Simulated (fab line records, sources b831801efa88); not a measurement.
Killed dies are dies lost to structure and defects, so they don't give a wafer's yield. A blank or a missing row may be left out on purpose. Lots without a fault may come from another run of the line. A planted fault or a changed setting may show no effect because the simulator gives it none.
Which tool did it? | flow gf180mcu | 13 lots, 39 wafers sampled, at 4 steps of a route of 602

WHAT THE GAUGES READ, wafer by wafer
GF_VT_IMPLANT_TW_MEAS_21. Usual: VT_IMPLANT_2_TW 1220, standard deviation 6.8.
lot  | measured     | on            | VT_IMPLANT_2_TW | flag
L635 | day 6 12:27  | film_metro-02 | 1211 1205 1209  |
L638 | day 7 02:18  | film_metro-03 | 1218 1215 1223  |
L639 | day 7 05:00  | film_metro-01 | 1232 1226 1230  |
L642 | day 8 06:10  | film_metro-02 | 1217 1217 1214  |
L644 | day 8 16:26  | film_metro-03 | 1211 1203 1218  |
L645 | day 9 02:21  | film_metro-01 | 1221 1223 1215  |
L646 | day 9 06:39  | film_metro-01 | 1218 1215 1223  |
L648 | day 9 16:31  | film_metro-03 | 1217 1211 1213  |
L649 | day 9 22:49  | film_metro-03 | 1221 1215 1221  |
L651 | day 10 15:06 | film_metro-03 | 1213 1213 1210  |
L656 | day 11 22:25 | film_metro-01 | 1216 1217 1216  |
L657 | day 12 03:33 | film_metro-01 | 1216 1221 1220  |
L658 | day 12 10:12 | film_metro-01 | 1215 1213 1217  |

GF_HV_LDD_OVL_MEAS_08. Usual: HV_LDD_OVL -0.2 nm, standard deviation 1.2.
lot  | measured     | on         | HV_LDD_OVL (nm) | flag
L635 | day 10 09:01 | overlay-02 | 2.3 2.6 2.4     |
L638 | day 10 21:35 | overlay-01 | -0.2 0.7 1.8    |
L639 | day 11 03:17 | overlay-01 | -0.3 0.8 -0.6   |
L642 | day 12 08:11 | overlay-01 | -0.4 0.6 0.6    |
L644 | day 12 18:56 | overlay-01 | 0.4 1.1 1.6     |
L645 | day 13 11:47 | overlay-02 | -1.2 -0.3 0.3   |
L646 | day 13 17:57 | overlay-02 | -2.4 -2.4 -1.4  |
L648 | day 14 01:15 | overlay-01 | 0.5 -0.1 -2.5   |
L649 | day 14 08:31 | overlay-02 | -0.8 -0.4 -0.3  |
L651 | day 15 05:46 | overlay-01 | 1.6 0.1 2.0     |
L656 | day 16 15:29 | overlay-02 | -1.4 -1.6 -1.8  |
L657 | day 16 18:19 | overlay-02 | 0.4 1.4 1.3     |
L658 | day 17 04:56 | overlay-01 | -1.0 -0.6 0.0   |

WHICH TOOL RAN EACH LOT (tool, then ch and the chambers of the sampled wafers, then the start)
lot  | GF_VT_IMPLANT_STRIP_31               | GF_POLY_GATE_ETCH_13
L635 | plasma_asher-03 ch 0,1, day 7 04:18  | rie_si-02 ch 0,2,3, day 9 12:52
L638 | plasma_asher-02 ch 0,1, day 7 18:25  | rie_si-02 ch 1,2,3, day 10 01:53
L639 | plasma_asher-01 ch 0,1, day 7 21:23  | rie_si-02 ch 0,1,3, day 10 07:19
L642 | plasma_asher-03 ch 0,1, day 8 22:42  | rie_si-02 ch 0,2,3, day 11 10:16
L644 | plasma_asher-03 ch 0,1, day 9 09:22  | rie_si-02 ch 0,1,3, day 11 22:07
L645 | plasma_asher-03 ch 0,1, day 9 19:40  | rie_si-02 ch 0,1,3, day 12 11:05
L646 | plasma_asher-03 ch 0,1, day 10 00:20 | rie_si-02 ch 1,3, day 12 15:47
L648 | plasma_asher-02 ch 1, day 10 10:30   | rie_si-02 ch 0,1,2, day 13 02:31
L649 | plasma_asher-01 ch 0,1, day 10 16:50 | rie_si-02 ch 0,3, day 13 10:01
L651 | plasma_asher-03 ch 0,1, day 11 10:30 | rie_si-01 ch 1,2,3, day 14 06:38
L656 | plasma_asher-02 ch 0,1, day 12 18:11 | rie_si-01 ch 2,3, day 15 13:05
L657 | plasma_asher-01 ch 1, day 12 23:14   | rie_si-01 ch 0,1,2, day 15 18:38
L658 | plasma_asher-02 ch 0,1, day 13 06:09 | rie_si-01 ch 0,1,3, day 16 05:15
- GF_VT_IMPLANT_STRIP_31: strips in O2/N2.
- GF_POLY_GATE_ETCH_13: etches poly-Si in HBr/Cl2, stops on SiO2, target depth 198.5 nm, time 69.6 s.

WHAT THE TOOLS THEMSELVES READ (means of the sampled wafers that have a number; where no wafer has one, the mark that the record gives instead)
GF_VT_IMPLANT_STRIP_31. Usual: drypump_motor_current_A 5.6 A, standard deviation 0.41; heater_power_w 360 W, standard deviation 33; oes_product_au 0.716 a.u., standard deviation 0.0044; strip_time_to_endpoint_s 12.628 s, standard deviation 0.03.
lot  | tool            | drypump_motor_current_A (A) | heater_power_w (W) | oes_product_au (a.u.) | strip_time_to_endpoint_s (s) | flag
L635 | plasma_asher-03 | 5.6                         | 372                | 0.716                 | 12.625                       |
L638 | plasma_asher-02 | 5.7                         | 374                | 0.717                 | 12.662                       |
L639 | plasma_asher-01 | 5.2                         | 331                | 0.713                 | 12.644                       |
L642 | plasma_asher-03 | 5.6                         | 377                | 0.717                 | 12.619                       |
L644 | plasma_asher-03 | 5.6                         | 376                | 0.717                 | 12.649                       |
L645 | plasma_asher-03 | 5.6                         | 372                | 0.714                 | 12.620                       |
L646 | plasma_asher-03 | 5.6                         | 374                | 0.717                 | 12.672                       |
L648 | plasma_asher-02 | 5.5                         | 347                | 0.713                 | 12.636                       |
L649 | plasma_asher-01 | 5.5                         | 329                | 0.716                 | 12.580                       |
L651 | plasma_asher-03 | 5.7                         | 361                | 0.710                 | 12.638                       |
L656 | plasma_asher-02 | 5.8                         | 399                | 0.714                 | 12.613                       |
L657 | plasma_asher-01 | 5.9                         | 329                | 0.716                 | 12.594                       |
L658 | plasma_asher-02 | 5.7                         | 372                | 0.714                 | 12.591                       |

GF_POLY_GATE_ETCH_13. Usual: HBr_flow_sccm 150.0 sccm, standard deviation 0.44; bias_w 100.01 W, standard deviation 0.29; drypump_motor_current_A 5.5 A, standard deviation 0.4; oes_product_au 0.989 a.u., standard deviation 0.0073; throttle_valve_pct 33.684 %, standard deviation 0.0089.
lot  | tool      | HBr_flow_sccm (sccm) | bias_w (W) | drypump_motor_current_A (A) | oes_product_au (a.u.) | throttle_valve_pct (%) | flag
L635 | rie_si-02 | 150.4                | 99.93      | 5.8                         | 0.990                 | 33.678                 |
L638 | rie_si-02 | 149.8                | 100.02     | 5.5                         | 0.999                 | 33.681                 |
L639 | rie_si-02 | 150.2                | 99.91      | 5.8                         | 0.996                 | 33.676                 |
L642 | rie_si-02 | 149.8                | 100.22     | 5.7                         | 0.983                 | 33.683                 |
L644 | rie_si-02 | 150.4                | 99.95      | 5.9                         | 0.991                 | 33.683                 |
L645 | rie_si-02 | 150.1                | 99.87      | 5.8                         | 0.983                 | 33.680                 |
L646 | rie_si-02 | 149.4                | 99.93      | 5.6                         | 0.994                 | 33.678                 |
L648 | rie_si-02 | 149.9                | 96.20      | 5.8                         | 0.986                 | 33.680                 | OFF
L649 | rie_si-02 | 150.2                | 96.11      | 5.8                         | 0.993                 | 33.682                 | OFF
L651 | rie_si-01 | 149.9                | 100.41     | 5.3                         | 0.990                 | 33.694                 |
L656 | rie_si-01 | 150.2                | 100.07     | 5.2                         | 0.979                 | 33.689                 |
L657 | rie_si-01 | 150.0                | 99.85      | 5.3                         | 0.990                 | 33.681                 |
L658 | rie_si-01 | 150.3                | 100.20     | 5.3                         | 0.983                 | 33.690                 |

THE ANSWER, worked out from the rows above alone
Rule: a lot is off if the mean of its wafers that have a number lies more than 3 standard deviations from the usual mean. A lot without any number at a reading at which 4 lots or more have one is off too. The other lots that the step has rows for count as sound. The gauges are gone through in route order, then the tools' own readings, and for those a lot's mean is taken as printed above. The first step at which some lot is off is used, and at that step the reading that is off furthest; a lot without a number counts as furthest.
Off: L648, L649, at GF_POLY_GATE_ETCH_13 (bias_w).
A tool fits if, at that step or a process step before it, it ran every lot that is off, and no sound lot after the first of them. One fits: rie_si-02 at GF_POLY_GATE_ETCH_13. Its last sound lot is L646 (day 12 15:47), its first lot that is off L648 (day 13 02:31): a fault that began between those two fits.
The tool's own readings at GF_POLY_GATE_ETCH_13 bear it out: on the lots that are off they differ by more than 5 times the standard deviation of the sound lots' means. bias_w reads 96.16 W there against 100.03 W on the sound lots.

WHAT THE SIMULATOR HAD PUT IN
Process parameter drift: rie_si-02, from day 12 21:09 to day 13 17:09, at GF_POLY_GATE_ETCH_13. Setting bias_w, moved by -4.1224, from 100. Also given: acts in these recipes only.
Lots struck among those shown: L648, L649. The rule above found the same.
